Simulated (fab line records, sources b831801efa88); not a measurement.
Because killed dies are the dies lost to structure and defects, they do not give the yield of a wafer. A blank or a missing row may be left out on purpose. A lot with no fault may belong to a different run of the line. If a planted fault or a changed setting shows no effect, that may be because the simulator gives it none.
fab line records + flow sky130
record
- lots=6
- wafers=18
- last-day=50
route steps=708 shown VIA2@516 METAL3@532 PAD_OPEN@708
lots that met no fault: from a run of the same line without faults
start-h: hours from the record's opening day to when the first of the lot's shown wafers began + wait-h: hours from the lot's prior step to this one + " identical to the entry in the row above + L1.1+2: a row that stands for several wafers + - value missing, or start not given + * or withheld: withheld + < > ~ a bound
route shown NAME@n: a module of which the file shows steps, and the number in the route of the first + usual: mean/standard deviation of fault-free wafers + same: alike in all rows + chamber/n: place in a boat + sites: per-site readings + _std_site: their standard deviation + _edge_site: outer sites' mean less inner sites' + radius-mm: how far each site lies from the wafer's centre + mask NAME#n: copy n + behind: the tool/chamber that last shaped the wafer + hold: what put the lot on hold/how long, in hours/how the hold closed + device: whichever transistor did not switch (one of n, p or np) + end of line: the same wafers' tests at the end of the route + for a step that has no rows: nothing shown but its recipe + killed: the dies lost at the first sort to structure and to defects; this is not the yield of the wafer + map: a wafer's dies, x killed, . not, _ none there
set.NAME: setting as actually run; set.NAME@STEP: the setting as run at that earlier step + model.NAME: the simulator's own value behind a step, which no gauge read
lots at selected steps of the route; one table per step, one row per wafer
services: the hour from which a tool's chamber was out of use, counted from the record's first day as start-h (under 0 if before that day), plus the number of hours and why
## steps
# step SKY_VIA2_EXPOSE_09
# recipe
- mask-id=VIM2
- na=0.8
- source-shape=annular
- sigma-inner=0.55
- sigma-outer=0.85
- target-cd-nm=200
- dose-mj=38
# step SKY_VIA2_PEB_10
# recipe
- peb-temp-c=withheld
- peb-time-s=withheld
- resist=KrF-thick
# step SKY_VIA2_DEVELOP_11
# recipe
- develop-time-s=60
- resist=KrF-thick
- dev-temp-c=21
# step SKY_VIA2_CD_MEAS_12
# recipe
- target-cd-nm=200
# usual
- cd-nm=200.4/1.2
| lot.wafer | tool      | chamber | start-h | wait-h | cd-nm |
|-----------|-----------|---------|---------|--------|-------|
| L517.2    | cd-sem-01 | -       | 858.08  | -      | 200.0 |
| L517.5    | "         | -       | "       | "      | 201.2 |
| L517.6    | "         | -       | "       | "      | 199.9 |
| L522.1    | cd-sem-02 | -       | 908.20  | -      | 200.9 |
| L522.3    | "         | -       | "       | "      | 199.7 |
| L522.4    | "         | -       | "       | "      | 199.5 |
| L524.3    | cd-sem-02 | -       | 913.55  | -      | 201.8 |
| L524.5    | "         | -       | "       | "      | 200.8 |
| L524.6    | "         | -       | "       | "      | 200.5 |
| L528.2    | cd-sem-02 | -       | 941.83  | -      | 202.5 |
| L528.4    | "         | -       | "       | "      | 202.2 |
| L528.5    | "         | -       | "       | "      | 203.4 |
| L538.2    | cd-sem-02 | -       | 1008.98 | -      | 200.4 |
| L538.5    | "         | -       | "       | "      | 199.7 |
| L538.6    | "         | -       | "       | "      | 201.3 |
| L539.2    | cd-sem-02 | -       | 1011.97 | -      | 198.7 |
| L539.4    | "         | -       | "       | "      | 199.1 |
| L539.6    | "         | -       | "       | "      | 198.9 |
# step SKY_VIA2_OVL_MEAS_13
# usual
- VIA2_OVL=1/5.8
| lot.wafer | tool       | chamber | start-h | wait-h | VIA2_OVL[nm] |
|-----------|------------|---------|---------|--------|--------------|
| L517.2    | overlay-02 | -       | 858.18  | 0.1    | 3            |
| L517.5    | "          | -       | "       | "      | -5           |
| L517.6    | "          | -       | "       | "      | 5            |
| L522.1    | overlay-01 | -       | 908.34  | 0.1    | 2            |
| L522.3    | "          | -       | "       | "      | 6            |
| L522.4    | "          | -       | "       | "      | 1            |
| L524.3    | overlay-01 | -       | 913.64  | 0.1    | -5           |
| L524.5    | "          | -       | "       | "      | -4           |
| L524.6    | "          | -       | "       | "      | 5            |
| L528.2    | overlay-01 | -       | 941.93  | 0.1    | -11          |
| L528.4    | "          | -       | "       | "      | -1           |
| L528.5    | "          | -       | "       | "      | 2            |
| L538.2    | overlay-01 | -       | 1009.08 | 0.1    | 11           |
| L538.5    | "          | -       | "       | "      | 3            |
| L538.6    | "          | -       | "       | "      | 0            |
| L539.2    | overlay-02 | -       | 1012.08 | 0.1    | 4            |
| L539.4    | "          | -       | "       | "      | 5            |
| L539.6    | "          | -       | "       | "      | 4            |
# step SKY_VIA2_ETCH_14
# recipe
- chemistry=N2/H2
- target=BARC
- ion-energy-ev=200
- source-w=500
- bias-w=100
- pressure-mtorr=30
- n2-flow-sccm=100
- h2-flow-sccm=200
- stop-on=SiO2
- time-s=45.9
- target-depth-a=600
# usual
- drypump-motor-current-A=5.7/0.42
- oes-product-au=0.854/0.0047
- throttle-valve-pct=13.224/0.0082
# same
- time-s=45.9
| lot.wafer | tool        | chamber | start-h | wait-h | drypump-motor-current-A | oes-product-au | rf-hours-counter-h | throttle-valve-pct |
|-----------|-------------|---------|---------|--------|-------------------------|----------------|--------------------|--------------------|
| L517.2    | rie-diel-02 | 0       | 858.21  | 0.0    | 5.2                     | 0.856          | 6                  | 13.227             |
| L517.5    | "           | 1       | "       | "      | 5.5                     | 0.851          | -                  | 13.233             |
| L517.6    | "           | 0       | "       | "      | 5.2                     | 0.859          | -                  | 13.226             |
| L522.1    | rie-diel-04 | 2       | 908.38  | 0.0    | 5.5                     | 0.850          | 14                 | 13.221             |
| L522.3    | "           | 3       | "       | "      | 5.3                     | 0.859          | 20                 | 13.211             |
| L522.4    | "           | 1       | "       | "      | 4.8                     | 0.855          | 6                  | 13.224             |
| L524.3    | rie-diel-04 | 2       | 913.67  | 0.0    | 5.5                     | 0.851          | 14                 | 13.239             |
| L524.5    | "           | 3       | "       | "      | 5.3                     | 0.852          | -                  | 13.218             |
| L524.6    | "           | 2       | "       | "      | 5.5                     | 0.851          | -                  | 13.228             |
| L528.2    | rie-diel-01 | 3       | 941.96  | 0.0    | 5.9                     | 0.859          | 20                 | 13.224             |
| L528.4    | "           | 0       | "       | "      | 5.3                     | 0.852          | 12                 | 13.214             |
| L528.5    | "           | 2       | "       | "      | 6.2                     | 0.861          | -                  | 13.229             |
| L538.2    | rie-diel-04 | 3       | 1009.11 | 0.0    | 5.3                     | 0.852          | 23                 | 13.240             |
| L538.5    | "           | 3       | "       | "      | 5.3                     | 0.857          | -                  | 13.226             |
| L538.6    | "           | 2       | "       | "      | 5.5                     | 0.856          | -                  | 13.217             |
| L539.2    | rie-diel-04 | 0       | 1012.11 | 0.0    | 6.3                     | 0.847          | 17                 | 13.228             |
| L539.4    | "           | 2       | "       | "      | 5.5                     | 0.849          | 18                 | 13.224             |
| L539.6    | "           | 1       | "       | "      | 4.7                     | 0.860          | -                  | 13.219             |
# step SKY_VIA2_ETCH_15
# recipe
- target=SiO2
- chemistry=C4F8/O2/Ar
- target-depth-nm=546
- stop-on=TiN
- mask-material=KrF-thick
- source-w=1500
- bias-w=1200
- pressure-mtorr=40
- c4f8-flow-sccm=withheld
- O2_flow_sccm=6
- Ar_flow_sccm=300
- time-s=84
# usual
- oes-product-au=0.940/0.0048
# same
- time-s=84
| lot.wafer | tool        | chamber | start-h | wait-h | oes-product-au | rf-hours-counter-h |
|-----------|-------------|---------|---------|--------|----------------|--------------------|
| L517.2    | rie-diel-02 | 0       | 858.25  | 0.0    | 0.942          | 6                  |
| L517.5    | "           | 1       | "       | "      | 0.946          | -                  |
| L517.6    | "           | 0       | "       | "      | 0.933          | -                  |
| L522.1    | rie-diel-04 | 2       | 908.42  | 0.0    | 0.937          | 14                 |
| L522.3    | "           | 3       | "       | "      | 0.942          | 20                 |
| L522.4    | "           | 1       | "       | "      | 0.943          | 6                  |
| L524.3    | rie-diel-04 | 2       | 913.71  | 0.0    | 0.941          | 14                 |
| L524.5    | "           | 3       | "       | "      | 0.937          | -                  |
| L524.6    | "           | 2       | "       | "      | 0.940          | -                  |
| L528.2    | rie-diel-01 | 3       | 942.00  | 0.0    | 0.940          | 20                 |
| L528.4    | "           | 0       | "       | "      | 0.940          | 12                 |
| L528.5    | "           | 2       | "       | "      | 0.934          | -                  |
| L538.2    | rie-diel-04 | 3       | 1009.16 | 0.0    | 0.938          | 23                 |
| L538.5    | "           | 3       | "       | "      | 0.943          | -                  |
| L538.6    | "           | 2       | "       | "      | 0.933          | -                  |
| L539.2    | rie-diel-04 | 0       | 1012.15 | 0.0    | 0.941          | 17                 |
| L539.4    | "           | 2       | "       | "      | 0.937          | 18                 |
| L539.6    | "           | 1       | "       | "      | 0.947          | -                  |
# step SKY_VIA2_STRIP_16
# recipe
- chemistry=O2/N2
- power-w=1400
- pressure-mtorr=1500
- platen-temp-c=withheld
- o2-flow-sccm=3000
- n2-flow-sccm=300
- overash-fraction=0.5
# usual
- drypump-motor-current-A=5.4/0.4
- oes-product-au=0.399/0.0044
- strip-time-to-endpoint-s=4.063/0.026
| lot.wafer | tool            | chamber | start-h | wait-h | drypump-motor-current-A | oes-product-au | rf-hours-counter-h | strip-time-to-endpoint-s |
|-----------|-----------------|---------|---------|--------|-------------------------|----------------|--------------------|--------------------------|
| L517.2    | plasma-asher-01 | 1       | 858.32  | 0.0    | 5.4                     | 0.397          | 42                 | 4.057                    |
| L517.5    | "               | 1       | "       | "      | 5.4                     | 0.394          | -                  | 4.023                    |
| L517.6    | "               | 0       | "       | "      | 5.2                     | 0.394          | -                  | 4.034                    |
| L522.1    | plasma-asher-02 | 1       | 908.57  | 0.1    | 5.6                     | 0.393          | 111                | 4.075                    |
| L522.3    | "               | 1       | "       | "      | 5.6                     | 0.403          | -                  | 4.126                    |
| L522.4    | "               | 0       | "       | "      | 4.9                     | 0.396          | -                  | 4.057                    |
| L524.3    | plasma-asher-02 | 0       | 913.80  | 0.1    | 4.9                     | 0.399          | -                  | 4.053                    |
| L524.5    | "               | 1       | "       | "      | 5.6                     | 0.395          | -                  | 4.101                    |
| L524.6    | "               | 0       | "       | "      | 4.9                     | 0.397          | -                  | 4.047                    |
| L528.2    | plasma-asher-01 | 0       | 942.07  | 0.0    | 5.2                     | 0.399          | 49                 | 4.055                    |
| L528.4    | "               | 0       | "       | "      | 5.2                     | 0.400          | -                  | 4.046                    |
| L528.5    | "               | 0       | "       | "      | 5.2                     | 0.402          | -                  | 4.040                    |
| L538.2    | plasma-asher-02 | 1       | 1009.22 | 0.0    | 5.6                     | 0.400          | 120                | 4.104                    |
| L538.5    | "               | 1       | "       | "      | 5.6                     | 0.406          | -                  | 4.111                    |
| L538.6    | "               | 0       | "       | "      | 4.9                     | 0.399          | -                  | 4.041                    |
| L539.2    | plasma-asher-03 | 1       | 1012.21 | 0.0    | 5.4                     | 0.393          | 26                 | 4.050                    |
| L539.4    | "               | 0       | "       | "      | 6.5                     | 0.395          | -                  | 4.054                    |
| L539.6    | "               | 1       | "       | "      | 5.4                     | 0.395          | -                  | 4.079                    |
# step SKY_VIA2_STRIP_17
# recipe
- chemistry=post-etch-residue-remover
- time-s=1200
- temp-c=72.5
# step SKY_VIA2_CLEAN_18
# recipe
- chemistry=IPA
- time-s=180
- temp-c=25
# step SKY_VIA2_CLEAN_19
# recipe
- chemistry=O3/DIW
- dry=n2-spin
# step SKY_VIA2_SPUTTER_20
# recipe
- material=TiN
- target-thk-nm=20
- chamber-pressure-pa=5
- power-w=4000
- time-s=80
# usual
- throttle-valve-pct=30.9/1.2
# same
- time-s=80
| lot.wafer | tool           | chamber | start-h | wait-h | throttle-valve-pct |
|-----------|----------------|---------|---------|--------|--------------------|
| L517.2    | pvd-sputter-03 | -       | 858.95  | 0.0    | 31.5               |
| L517.5    | "              | -       | "       | "      | 31.3               |
| L517.6    | "              | -       | "       | "      | 31.9               |
| L522.1    | pvd-sputter-02 | -       | 909.20  | 0.0    | 29.2               |
| L522.3    | "              | -       | "       | "      | 28.8               |
| L522.4    | "              | -       | "       | "      | 29.3               |
| L524.3    | pvd-sputter-01 | -       | 914.36  | 0.0    | 32.7               |
| L524.5    | "              | -       | "       | "      | 30.4               |
| L524.6    | "              | -       | "       | "      | 32.2               |
| L528.2    | pvd-sputter-02 | -       | 942.66  | 0.0    | 30.7               |
| L528.4    | "              | -       | "       | "      | 28.5               |
| L528.5    | "              | -       | "       | "      | 30.8               |
| L538.2    | pvd-sputter-03 | -       | 1009.84 | 0.0    | 31.3               |
| L538.5    | "              | -       | "       | "      | 31.5               |
| L538.6    | "              | -       | "       | "      | 31.7               |
| L539.2    | pvd-sputter-03 | -       | 1012.85 | 0.0    | 31.5               |
| L539.4    | "              | -       | "       | "      | 31.4               |
| L539.6    | "              | -       | "       | "      | 31.5               |
# step SKY_VIA2_CVD_21
# recipe
- material=W
- target-thk-nm=420
- time-s=126.4
- temp-c=400
- pressure-torr=40
# usual
- heater-power-w=921/59
| lot.wafer | tool     | chamber | start-h | wait-h | heater-power-w | model.W_of_VIA2_CVD_21.thk-nm |
|-----------|----------|---------|---------|--------|----------------|-------------------------------|
| L517.2    | cvd-w-01 | 0       | 859.01  | 0.0    | 1090           | 410.8                         |
| L517.5    | "        | 1       | "       | "      | 952            | 411.4                         |
| L517.6    | "        | 0       | "       | "      | 1074           | 412.2                         |
| L522.1    | cvd-w-02 | 1       | 909.30  | 0.1    | 904            | 408.8                         |
| L522.3    | "        | 0       | "       | "      | 881            | 626.3                         |
| L522.4    | "        | 1       | "       | "      | 905            | 413.2                         |
| L524.3    | cvd-w-02 | 1       | 914.47  | 0.1    | 887            | 629                           |
| L524.5    | "        | 0       | "       | "      | 858            | 415.7                         |
| L524.6    | "        | 1       | "       | "      | 918            | 413.1                         |
| L528.2    | cvd-w-01 | 1       | 942.73  | 0.0    | 884            | 412.6                         |
| L528.4    | "        | 1       | "       | "      | 868            | 416.9                         |
| L528.5    | "        | 0       | "       | "      | 954            | 418.3                         |
| L538.2    | cvd-w-01 | 1       | 1009.90 | 0.0    | 884            | 412.3                         |
| L538.5    | "        | 1       | "       | "      | 876            | 410.7                         |
| L538.6    | "        | 0       | "       | "      | 939            | 414.6                         |
| L539.2    | cvd-w-02 | 1       | 1012.91 | 0.0    | 905            | 418.4                         |
| L539.4    | "        | 0       | "       | "      | 906            | 424.1                         |
| L539.6    | "        | 1       | "       | "      | 893            | 424.5                         |
# step SKY_VIA2_RS_MEAS_22
# recipe
- thk-meas-gauge=four-point-probe
- reads=W_of_VIA2_CVD_21+TiN_of_VIA2_SPUTTER_20
# usual
- VIA2_W_RS=0.2754/0.003
| lot.wafer | tool          | chamber | start-h | wait-h | VIA2_W_RS[ohm/sq] |
|-----------|---------------|---------|---------|--------|-------------------|
| L517.2    | film-metro-04 | -       | 859.16  | 0.1    | 0.2781            |
| L517.5    | "             | -       | "       | "      | 0.2778            |
| L517.6    | "             | -       | "       | "      | 0.2776            |
| L522.1    | film-metro-01 | -       | 909.43  | 0.1    | 0.2808            |
| L522.3    | "             | -       | "       | "      | 0.1824            |
| L522.4    | "             | -       | "       | "      | 0.2780            |
| L524.3    | film-metro-04 | -       | 914.59  | 0.1    | 0.1816            |
| L524.5    | "             | -       | "       | "      | 0.2759            |
| L524.6    | "             | -       | "       | "      | 0.2776            |
| L528.2    | film-metro-04 | -       | 942.88  | 0.1    | 0.2774            |
| L528.4    | "             | -       | "       | "      | 0.2750            |
| L528.5    | "             | -       | "       | "      | 0.2736            |
| L538.2    | film-metro-04 | -       | 1010.05 | 0.1    | 0.2778            |
| L538.5    | "             | -       | "       | "      | 0.2792            |
| L538.6    | "             | -       | "       | "      | 0.2754            |
| L539.2    | film-metro-04 | -       | 1013.06 | 0.1    | 0.2738            |
| L539.4    | "             | -       | "       | "      | 0.2695            |
| L539.6    | "             | -       | "       | "      | 0.2694            |
# step SKY_VIA2_THK_MEAS_23
# recipe
- thk-meas-gauge=xrf
- reads=W_of_VIA2_CVD_21
# usual
- VIA2_W_THK=419/6
| lot.wafer | tool          | chamber | start-h | wait-h | VIA2_W_THK[nm] |
|-----------|---------------|---------|---------|--------|----------------|
| L517.2    | film-metro-04 | -       | 859.27  | 0.1    | 414            |
| L517.5    | "             | -       | "       | "      | 410            |
| L517.6    | "             | -       | "       | "      | 412            |
| L522.1    | film-metro-01 | -       | 909.55  | 0.1    | 412            |
| L522.3    | "             | -       | "       | "      | -              |
| L522.4    | "             | -       | "       | "      | 416            |
| L524.3    | film-metro-04 | -       | 914.69  | 0.1    | -              |
| L524.5    | "             | -       | "       | "      | 415            |
| L524.6    | "             | -       | "       | "      | 413            |
| L528.2    | film-metro-04 | -       | 942.99  | 0.1    | 415            |
| L528.4    | "             | -       | "       | "      | 417            |
| L528.5    | "             | -       | "       | "      | 419            |
| L538.2    | film-metro-04 | -       | 1010.16 | 0.1    | 412            |
| L538.5    | "             | -       | "       | "      | 411            |
| L538.6    | "             | -       | "       | "      | 416            |
| L539.2    | film-metro-04 | -       | 1013.17 | 0.1    | 421            |
| L539.4    | "             | -       | "       | "      | 423            |
| L539.6    | "             | -       | "       | "      | 428            |
# step SKY_VIA2_CMP_24
# recipe
- stop-on=SiO2
- t-overpolish-s=20
- down-force-psi=3.5
- platen-rpm=60
- target-thk-nm=0
- pad-velocity-m-s=0.94248
# usual
- head-pressure-psi=3.500/0.0076
- motor-current-A=11.0/1.2
- time-to-endpoint-s=101/3.7
| lot.wafer | tool   | chamber | start-h | wait-h | head-pressure-psi | motor-current-A | time-to-endpoint-s |
|-----------|--------|---------|---------|--------|-------------------|-----------------|--------------------|
| L517.2    | cmp-02 | 1       | 859.32  | 0.0    | 3.489             | 10.4            | 95                 |
| L517.6    | "      | 1       | "       | "      | 3.492             | 10.8            | 98                 |
| L517.5    | "      | 2       | "       | "      | 3.503             | 12.4            | 101                |
| L522.3    | cmp-01 | 2       | 909.67  | 0.1    | 3.500             | 10.3            | 151                |
| L522.4    | "      | 3       | "       | "      | 3.502             | 11.2            | 101                |
| L522.1    | "      | 1       | "       | "      | 3.496             | 13.3            | 94                 |
| L524.3    | cmp-01 | 1       | 915.26  | 0.6    | 3.501             | 12.6            | 160                |
| L524.6    | "      | 2       | "       | "      | 3.513             | 11.1            | 105                |
| L524.5    | "      | 3       | "       | "      | 3.508             | 9.9             | 109                |
| L528.4    | cmp-02 | 1       | 943.04  | 0.0    | 3.500             | 9.9             | 94                 |
| L528.2    | "      | 0       | "       | "      | 3.505             | 10.3            | 97                 |
| L528.5    | "      | 2       | "       | "      | 3.517             | 13.0            | 99                 |
| L538.2    | cmp-01 | 1       | 1010.31 | 0.1    | 3.497             | 12.9            | 97                 |
| L538.6    | "      | 3       | "       | "      | 3.496             | 11.1            | 107                |
| L538.5    | "      | 0       | "       | "      | 3.495             | 9.9             | 102                |
| L539.4    | cmp-02 | 2       | 1014.60 | 1.4    | 3.504             | 13.0            | 97                 |
| L539.2    | "      | 3       | "       | "      | 3.510             | 12.6            | 97                 |
| L539.6    | "      | 3       | "       | "      | 3.503             | 11.8            | 98                 |
# step SKY_METAL3_SPUTTER_00
# recipe
- material=Ti
- target-thk-nm=15
- power-w=3000
- time-s=10
- chamber-pressure-pa=0.4
# usual
- throttle-valve-pct=30.7/1.4
# same
- time-s=10
| lot.wafer | tool           | chamber | start-h | wait-h | throttle-valve-pct |
|-----------|----------------|---------|---------|--------|--------------------|
| L517.2    | pvd-sputter-04 | -       | 859.62  | 0.2    | 28.3               |
| L517.5    | "              | -       | "       | "      | 28.6               |
| L517.6    | "              | -       | "       | "      | 29.4               |
| L522.1    | pvd-sputter-04 | -       | 909.97  | 0.1    | 29.3               |
| L522.3    | "              | -       | "       | "      | 28.5               |
| L522.4    | "              | -       | "       | "      | 28.4               |
| L524.3    | pvd-sputter-03 | -       | 915.41  | 0.1    | 31.2               |
| L524.5    | "              | -       | "       | "      | 31.8               |
| L524.6    | "              | -       | "       | "      | 32.1               |
| L528.2    | pvd-sputter-03 | -       | 943.34  | 0.1    | 31.3               |
| L528.4    | "              | -       | "       | "      | 31.2               |
| L528.5    | "              | -       | "       | "      | 32.0               |
| L538.2    | pvd-sputter-04 | -       | 1010.51 | 0.1    | 32.3               |
| L538.5    | "              | -       | "       | "      | 29.5               |
| L538.6    | "              | -       | "       | "      | 32.3               |
| L539.2    | pvd-sputter-04 | -       | 1014.90 | 0.2    | 28.5               |
| L539.4    | "              | -       | "       | "      | 29.4               |
| L539.6    | "              | -       | "       | "      | 28.6               |
# step SKY_PAD_OPEN_PROBE_99
# usual
- defect-limited-yield=82.6/1.9
- killed_at_M0_to_M3=42/7.1
- killed_at_M4_up=3.3/1.9
- killed-at-contacts=24/5
- killed-at-front-end=15/4.7
- killed-at-other=0.3/0.61
- killed-dies=86/9.6
- killed-open=47/7.5
- killed-short=38/6.6
- sort_bin_3_pad_short=0.9/0.42
- sort_bin_5_function=10.2/1.5
- sort_bin_6_memory=6.3/1.1
- sort-n-pass=406/9.6
- sort-yield-pct=82.6/1.9
# same
- gross-dies=492
- killed-at-back-side=0
- sort_bin_4_leakage[%]=0
- sort_bin_8_speed[%]=0
| lot.wafer | tool      | chamber | start-h | wait-h | defect-limited-yield[%] | killed_at_M0_to_M3 | killed_at_M4_up | killed-at-contacts | killed-at-front-end | killed-at-other | killed-dies | killed-open | killed-short | sort_bin_3_pad_short[%] | sort_bin_5_function[%] | sort_bin_6_memory[%] | sort-n-pass | sort-yield-pct[%] |
|-----------|-----------|---------|---------|--------|-------------------------|--------------------|-----------------|--------------------|---------------------|-----------------|-------------|-------------|--------------|-------------------------|------------------------|----------------------|-------------|-------------------|
| L522.1    | prober-01 | -       | 1124.85 | 0.1    | 81.7                    | 40                 | 7               | 24                 | 18                  | 1               | 90          | 46          | 44           | 0.8                     | 10.0                   | 7.5                  | 402         | 81.7              |
| L522.3    | prober-01 | -       | 1124.95 | 0.2    | 82.5                    | 37                 | 9               | 22                 | 18                  | 0               | 86          | 44          | 42           | 1.0                     | 10.6                   | 5.9                  | 406         | 82.5              |
| L522.4    | prober-01 | -       | 1125.00 | 0.2    | 83.7                    | 40                 | 3               | 25                 | 12                  | 0               | 80          | 36          | 44           | 1.2                     | 8.1                    | 6.9                  | 412         | 83.7              |
| L524.3    | prober-02 | -       | 1127.56 | 0.2    | 80.7                    | 47                 | 6               | 23                 | 19                  | 0               | 95          | 50          | 45           | 1.0                     | 10.6                   | 7.7                  | 397         | 80.7              |
| L524.5    | prober-02 | -       | 1127.66 | 0.2    | 81.5                    | 42                 | 4               | 32                 | 13                  | 0               | 91          | 50          | 41           | 0.4                     | 11.4                   | 6.7                  | 401         | 81.5              |
| L524.6    | prober-02 | -       | 1127.71 | 0.2    | 80.9                    | 55                 | 5               | 20                 | 14                  | 0               | 94          | 48          | 46           | 0.6                     | 10.4                   | 8.1                  | 398         | 80.9              |
| L528.2    | prober-02 | -       | 1151.07 | 0.1    | 82.1                    | 44                 | 7               | 24                 | 13                  | 0               | 88          | 50          | 38           | 1.4                     | 10.2                   | 6.3                  | 404         | 82.1              |
| L528.4    | prober-02 | -       | 1151.17 | 0.2    | 80.5                    | 51                 | 8               | 25                 | 12                  | 0               | 96          | 56          | 40           | 0.8                     | 12.4                   | 6.3                  | 396         | 80.5              |
| L528.5    | prober-02 | -       | 1151.22 | 0.2    | 85.6                    | 34                 | 7               | 21                 | 8                   | 1               | 71          | 35          | 36           | 0.8                     | 8.1                    | 5.5                  | 421         | 85.6              |
| L538.2    | prober-02 | -       | 1198.18 | 0.1    | 81.1                    | 39                 | 3               | 27                 | 21                  | 3               | 93          | 51          | 39           | 1.2                     | 12.0                   | 5.7                  | 399         | 81.1              |
| L538.5    | prober-02 | -       | 1198.33 | 0.2    | 82.5                    | 43                 | 5               | 17                 | 20                  | 1               | 86          | 33          | 52           | 0.4                     | 11.2                   | 5.9                  | 406         | 82.5              |
| L538.6    | prober-02 | -       | 1198.38 | 0.2    | 80.5                    | 40                 | 7               | 21                 | 26                  | 2               | 96          | 49          | 45           | 1.4                     | 11.4                   | 6.7                  | 396         | 80.5              |
# killed by level:class
L522.1 CONTACT:geometric-particle:open=10 VIA1:geometric-particle:open=7 VIA1:geometric-particle:short=7 FIELD_ISO:geometric-particle:open=6 METAL2:geometric-particle:short=5 METAL4:geometric-particle:short=5 POLY_GATE:geometric-particle:short=4 LI_CONTACT:geometric-particle:open=4
L522.3 CONTACT:geometric-particle:open=10 VIA3:geometric-particle:open=7 METAL4:geometric-particle:short=7 METAL2:geometric-particle:short=6 POLY_GATE:geometric-particle:short=5 LI_CONTACT:geometric-particle:open=5 VIA1:geometric-particle:open=5 VIA2:geometric-particle:short=4
L522.4 CONTACT:geometric-particle:open=9 CONTACT:geometric-particle:short=9 VIA3:geometric-particle:open=8 METAL1:geometric-particle:short=7 VIA1:geometric-particle:open=6 LI_CONTACT:geometric-particle:open=5 VIA2:geometric-particle:open=4 SPACER:geometric-particle:short=4
L524.3 VIA1:geometric-particle:open=9 CONTACT:geometric-particle:open=8 FIELD_ISO:geometric-particle:open=7 METAL1:geometric-particle:short=7 VIA2:geometric-particle:short=6 VIA3:geometric-particle:open=5 CONTACT:geometric-particle:short=5 VIA1:geometric-particle:short=5
L524.5 CONTACT:geometric-particle:open=11 VIA1:geometric-particle:open=11 LI_CONTACT:geometric-particle:open=9 METAL1:geometric-particle:short=6 VIA3:geometric-particle:open=5 LI_CONTACT:geometric-particle:short=5 FIELD_ISO:geometric-particle:short=4 POLY_GATE:geometric-particle:short=4
L524.6 VIA1:geometric-particle:open=14 METAL1:geometric-particle:short=12 CONTACT:geometric-particle:open=9 POLY_GATE:geometric-particle:open=6 LOCAL_INTERCONNECT:geometric-particle:short=6 VIA3:geometric-particle:open=6 VIA1:geometric-particle:short=5 POLY_GATE:geometric-particle:short=4
L528.2 CONTACT:geometric-particle:open=10 VIA1:geometric-particle:open=8 VIA2:geometric-particle:open=8 LI_CONTACT:geometric-particle:open=6 CONTACT:geometric-particle:short=6 VIA2:geometric-particle:short=6 METAL4:geometric-particle:short=6 METAL2:geometric-particle:short=5
L528.4 VIA1:geometric-particle:open=13 VIA2:geometric-particle:open=9 CONTACT:geometric-particle:open=8 LI_CONTACT:geometric-particle:open=7 VIA3:geometric-particle:open=7 CONTACT:geometric-particle:short=6 METAL3:geometric-particle:short=5 METAL2:geometric-particle:short=4
L528.5 CONTACT:geometric-particle:open=10 VIA2:geometric-particle:open=8 CONTACT:geometric-particle:short=7 VIA1:geometric-particle:open=7 METAL4:geometric-particle:short=6 VIA1:geometric-particle:short=5 VIA3:geometric-particle:open=4 FIELD_ISO:geometric-particle:short=3
L538.2 CONTACT:geometric-particle:open=10 LI_CONTACT:geometric-particle:open=7 VIA2:geometric-particle:open=7 VIA3:geometric-particle:open=7 POLY_GATE:geometric-particle:short=6 METAL2:geometric-particle:short=6 FIELD_ISO:geometric-particle:open=5 POLY_GATE:geometric-particle:open=5
L538.5 VIA1:geometric-particle:short=8 FIELD_ISO:geometric-particle:short=7 METAL1:geometric-particle:short=7 VIA2:geometric-particle:open=7 POLY_GATE:geometric-particle:short=6 POLY_GATE:geometric-particle:open=6 CONTACT:geometric-particle:short=5 VIA3:geometric-particle:open=5
L538.6 LI_CONTACT:geometric-particle:open=9 POLY_GATE:geometric-particle:short=8 POLY_GATE:geometric-particle:open=8 VIA2:geometric-particle:open=8 VIA1:geometric-particle:open=7 FIELD_ISO:geometric-particle:short=5 METAL1:geometric-particle:short=5 METAL2:geometric-particle:short=5
## services
| tool            | chamber | start-h | hours | kind   |
|-----------------|---------|---------|-------|--------|
| pvd-sputter-03  | -       | 841.83  | 1.0   | repair |
| pvd-sputter-02  | -       | 862.50  | 4.1   | repair |
| cmp-01          | -       | 864.45  | 6.7   | pm     |
| cvd-w-02        | -       | 864.74  | 3.9   | repair |
| cmp-02          | -       | 896.10  | 2.9   | repair |
| plasma-asher-01 | -       | 901.72  | 17.5  | repair |
| cvd-w-01        | -       | 904.00  | 14.0  | pm     |
| cmp-01          | -       | 905.01  | 0.5   | repair |
| rie-diel-04     | -       | 905.36  | 1.4   | repair |
| rie-diel-02     | 0       | 907.76  | 5.6   | repair |
| pvd-sputter-04  | -       | 909.22  | 0.7   | repair |
| cmp-02          | -       | 912.23  | 4.0   | pm     |
| cmp-02          | -       | 913.34  | 1.3   | repair |
| rie-diel-02     | -       | 915.07  | 0.7   | repair |
| cvd-w-02        | 1       | 916.64  | 7.3   | repair |
| rie-diel-04     | 1       | 946.62  | 46.5  | repair |
| plasma-asher-02 | -       | 959.31  | 0.7   | repair |
| plasma-asher-02 | -       | 965.14  | 0.4   | repair |
| plasma-asher-01 | -       | 966.48  | 3.2   | repair |
| plasma-asher-02 | -       | 974.33  | 7.7   | pm     |
| plasma-asher-02 | -       | 988.45  | 8.2   | repair |
| cmp-02          | -       | 999.05  | 0.9   | repair |
| cmp-02          | -       | 999.96  | 14.3  | pm     |
| cmp-01          | -       | 1012.96 | 3.1   | repair |
## key
first-sign
- step=SKY_VIA2_RS_MEAS_22
- reading=VIA2_W_RS
- direction=down
- sigmas=31
- usual=0.2754
- struck=0.1820
effect
- step=SKY_VIA2_THK_MEAS_23
- reading=VIA2_W_THK
- direction=missing
effect
- step=SKY_VIA2_CMP_24
- reading=time-to-endpoint-s
- direction=up
- sigmas=15
- usual=*
- struck=*
model-effect
- step=SKY_VIA2_CVD_21
- value=W_of_VIA2_CVD_21.thk-nm
- without=411.8
- struck=627.6
met-at SKY_VIA2_CVD_21
struck-wafers L522.3,L524.3
fault
- kind=process-parameter-drift
- tool=cvd-w-02
- chamber=-
- onset-h=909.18
- steps=SKY_VIA2_CVD_21
- channel=target-thk-nm
- offset=216.99
- shape=step
- end-h=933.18
- scope=struck-wafers-only
- acts-in=these-recipes-only
- stated=420
